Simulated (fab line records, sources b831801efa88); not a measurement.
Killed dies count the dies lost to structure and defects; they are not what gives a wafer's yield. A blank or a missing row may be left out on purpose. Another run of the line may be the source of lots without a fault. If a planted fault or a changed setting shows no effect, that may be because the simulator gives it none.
Chamber matching	flow sky130	SKY_METAL3_ETCH_17 on rie_diel-04: 4 sister chambers
The step etches SiO2 in C4F8/O2/Ar, stops on TiN, time 3.9 s, target depth 15 nm. 14 wafers are shown with their chamber, then 7 later ones without.

== WAFERS, EACH WITH ITS CHAMBER ==
wafer	chamber	oes_product_au (a.u.)
L943.2	0	0.751
L943.5	3	0.757
L943.6	2	0.766
L950.3	2	0.755
L950.4	1	0.758
L950.6	1	0.759
L955.3	2	0.751
L955.5	3	0.746
L955.6	0	0.753
L959.3	0	0.742
L959.5	2	0.760
L959.6	3	0.753
L960.3	3	0.749
L960.4	0	0.752

SIGNATURES, as means of the wafers listed above
reading	chamber 0	chamber 1	chamber 2	chamber 3	scatter within a chamber
oes_product_au	0.74950	0.75850	0.75800	0.75125	0.00522
Rule: for each reading, subtract the chamber's mean from the wafer's reading, divide by that reading's scatter and square the result; add these up over the readings and take the root, which gives the wafer's distance from the chamber. If the next closest chamber is less than 2 further off than the closest, the wafer can't be placed; otherwise it belongs to the closest. The scatter: take each reading less its chamber's mean, square it, sum over the shown wafers, divide by the number of wafers less the number of chambers, and take the root.

== WAFERS WHOSE CHAMBER IS MISSING ==
wafer	oes_product_au (a.u.)
L960.6	0.772
L961.1	0.749
L961.2	0.753
L961.3	0.753
L962.2	0.754
L962.4	0.757
L962.5	0.756

== CHAMBER TAKEN BY EACH ==
wafer	from the rows above	in truth
L960.6	can't be placed: 1 or 2 or 3 or 0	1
L961.1	can't be placed: 0 or 3 or 2 or 1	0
L961.2	can't be placed: 3 or 0 or 2 or 1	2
L961.3	can't be placed: 3 or 0 or 2 or 1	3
L962.2	can't be placed: 3 or 2 or 0 or 1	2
L962.4	can't be placed: 2 or 1 or 3 or 0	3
L962.5	can't be placed: 2 or 1 or 3 or 0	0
Placed correctly: 0 of 7. Unplaceable from these rows: 7, with the true chamber sitting among the candidates in 7. Wrongly placed: 0.
